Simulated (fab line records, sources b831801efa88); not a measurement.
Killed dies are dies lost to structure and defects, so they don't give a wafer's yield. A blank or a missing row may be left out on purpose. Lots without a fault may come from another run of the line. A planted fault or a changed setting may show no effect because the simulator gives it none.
Which tool did it? | flow sky130 | 12 lots, 36 wafers sampled, at 1 step of a route of 708

WHAT THE GAUGES READ, wafer by wafer
SKY_VT_ADJUST_HVTR_OVL_MEAS_08. Usual: VT_ADJUST_HVTR_OVL 0.3 nm, standard deviation 1.3.
lot  | measured     | on         | VT_ADJUST_HVTR_OVL (nm) | flag
L548 | day 9 21:35  | overlay-01 | 0.7 0.2 0.8             |
L551 | day 11 05:59 | overlay-01 | -0.7 -1.1 0.3           |
L552 | day 11 08:11 | overlay-01 | 1.3 1.4 0.1             |
L555 | day 12 06:50 | overlay-02 | 0.2 0.6 -0.5            |
L556 | day 12 09:41 | overlay-02 | 0.4 0.2 0.3             |
L557 | day 12 16:52 | overlay-01 | -1.3 -1.4 0.8           |
L562 | day 14 02:03 | overlay-01 | 2.3 3.0 0.5             |
L566 | day 15 12:23 | overlay-02 | 2.2 -0.2 1.5            |
L565 | day 15 13:26 | overlay-02 | -0.9 -2.5 0.1           |
L567 | day 16 07:50 | overlay-01 | 0.8 -1.6 0.2            |
L568 | day 16 09:56 | overlay-02 | 1.7 1.4 -0.2            |
L569 | day 16 10:32 | overlay-02 | -2.2 -0.3 -1.5          |

WHICH TOOL RAN EACH LOT (tool, then ch and the chambers of the sampled wafers, then the start)
The record holds no process step before these readings.

WHAT THE TOOLS THEMSELVES READ (means of the sampled wafers that have a number; where no wafer has one, the mark that the record gives instead)
The record holds no such reading with a usual standard deviation.

THE ANSWER, worked out from the rows above alone
Rule: a lot is off if the mean of its wafers that have a number lies more than 3 standard deviations from the usual mean. A lot without any number at a reading at which 4 lots or more have one is off too. The other lots that the step has rows for count as sound. The gauges are gone through in route order, then the tools' own readings, and for those a lot's mean is taken as printed above. The first step at which some lot is off is used, and at that step the reading that is off furthest; a lot without a number counts as furthest.
No lot is off at any reading shown: from this, nothing can be told.

WHAT THE SIMULATOR HAD PUT IN
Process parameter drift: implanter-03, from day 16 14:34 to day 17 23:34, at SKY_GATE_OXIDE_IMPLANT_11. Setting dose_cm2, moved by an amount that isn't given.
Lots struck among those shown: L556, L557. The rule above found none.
